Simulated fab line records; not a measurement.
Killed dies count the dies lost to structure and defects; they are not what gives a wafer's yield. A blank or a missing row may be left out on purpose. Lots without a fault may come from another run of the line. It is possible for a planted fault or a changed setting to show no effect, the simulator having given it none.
A lot that was struck, set against a sound lot    flow sky130    17 steps out of a route of 708
Sound: these wafers, L716.1, L716.2, L716.5. Wafers L714.1, L714.4, L714.5 were the ones struck. Last of all comes the cause.
At each step with rows: each side's tool, then ch and its chambers, then its first start. Under that, the readings that differ: sound wafers    struck wafers    difference of the means    sigmas: that difference in standard deviations of wafers without a fault.
alike: readings with means less than 2 such deviations apart, plus words and numbers identical on both sides. not compared: withheld readings, readings lacking a value on some wafer, bounds such as >300 that could conceal the same value, and numbers that have no deviation in the record and whose values overlap.
The two part at a step that has a row with sigmas, a row that says differs or no value, or rows on one side only. Numbers that don't overlap but have no deviation are shown without sigmas and don't part them. A reading missing from all wafers of one side parts the sides only when that side holds two or more wafers.

first, 3 steps without rows for these wafers: SKY_CONTACT_STRIP_20 (strips in post etch residue remover, time 1200 s); SKY_CONTACT_CLEAN_21 (cleans in IPA, time 180 s); SKY_CONTACT_CLEAN_22 (cleans in O3/DIW).
SKY_CONTACT_SPUTTER_23: material TiN, target thk 20 nm, time 80 s.
  sound: pvdSputter-04 at day 34 22:47; struck: pvdSputter-02 at day 34 05:28
  alike: cathodeDcPowerW, chamberPressurePa, throttleValvePct
then, 1 step without rows for these wafers: SKY_CONTACT_CVD_24 (deposits W, target thk 340 nm, time 102.12 s).
SKY_CONTACT_RS_MEAS_25: uses a four-point probe to measure.
  sound: filmMetro-03 at day 34 22:57; struck: filmMetro-03 at day 34 05:38
  alike: CONTACT_W_RS
SKY_CONTACT_THK_MEAS_26: measures by xrf.
  sound: filmMetro-03 at day 34 23:04; struck: filmMetro-03 at day 34 05:46
  alike: CONTACT_W_THK
SKY_CONTACT_CMP_27: polishes, stops on SiO2, t overpolish 15 s, target thk 0 nm.
  sound on cmp-02 ch 1,2, day 34 23:08; struck on cmp-01 ch 1,3, day 34 05:49
  alike: motorCurrentA, overpolishRunS, timeToEndpointS
then, 1 step without rows for these wafers: SKY_METAL1_SPUTTER_00 (material Ti, target thk 15 nm, time 10 s).
SKY_METAL1_SPUTTER_01: material TiN, target thk 20 nm, time 16.7 s.
  sound: pvdSputter-01 at day 34 23:27; struck: pvdSputter-03 at day 34 06:08
  alike: cathodeDcPowerW, chamberPressurePa, throttleValvePct
SKY_METAL1_SPUTTER_02: material AlCu, target thk 250 nm, time 13.3 s.
  sound: pvdSputter-01 at day 34 23:29; struck: pvdSputter-03 at day 34 06:10
  alike: cathodeDcPowerW, chamberPressurePa, throttleValvePct
SKY_METAL1_SPUTTER_03: material Ti, target thk 5 nm, time 3.3 s.
  sound: pvdSputter-01 at day 34 23:30; struck: pvdSputter-03 at day 34 06:11
  alike: cathodeDcPowerW, chamberPressurePa, throttleValvePct
SKY_METAL1_SPUTTER_04: material TiN, target thk 70 nm, time 58.3 s.
  sound: pvdSputter-01 at day 34 23:31; struck: pvdSputter-03 at day 34 06:13
  no value came back on the struck wafers for cathodeDcPowerW (W), chamberPressurePa (Pa), throttleValvePct (%); on the sound wafers cathodeDcPowerW (W) reads 6501.7 6498.7 6498.5
SKY_METAL1_RS_MEAS_05: uses a four-point probe to measure.
  sound: filmMetro-03 at day 34 23:34; struck: filmMetro-03 at day 34 06:16
reading                  sound                 struck                difference  sigmas
METAL1_ALCU_RS (ohm/sq)  0.1239 0.1215 0.1216  0.1299 0.1266 0.1271  +0.0055     +3
SKY_METAL1_THK_MEAS_06: measures by xrf.
  sound: filmMetro-03 at day 34 23:41; struck: filmMetro-03 at day 34 06:23
reading               sound        struck       difference  sigmas
METAL1_ALCU_THK (nm)  250 257 257  279 286 286  +29         +8
then, 1 step without rows for these wafers: SKY_METAL1_DEHYDRATE_07 (time 60 s).
-- the record jumps here: 14 days lie between the struck wafers' starts before and after (it left off in module METAL1 and takes up again in module PAD_OPEN, whose first step shown is number 708 of the route) --
SKY_PAD_OPEN_PROBE_99:
  sound: prober-02 at day 48 08:31; struck: prober-02 at day 47 18:26
reading                      sound              struck             difference  sigmas
model.etest.via1Chain.rcOhm  15.44 15.86 15.78  26.14 27.48 25.12  +10.55      
  alike: defectLimitedYield, killed_at_M0_to_M3, killed_at_M4_up, killedAtContacts, killedAtFrontEnd, killedAtOther, killedDies, killedOpen, killedShort

== WHERE THEY PART ==
First at SKY_METAL1_SPUTTER_04; last, within this record, at SKY_METAL1_THK_MEAS_06. Later steps at which nothing parts them and some readings are alike: SKY_PAD_OPEN_PROBE_99.

WHY: what had been put in by the simulator
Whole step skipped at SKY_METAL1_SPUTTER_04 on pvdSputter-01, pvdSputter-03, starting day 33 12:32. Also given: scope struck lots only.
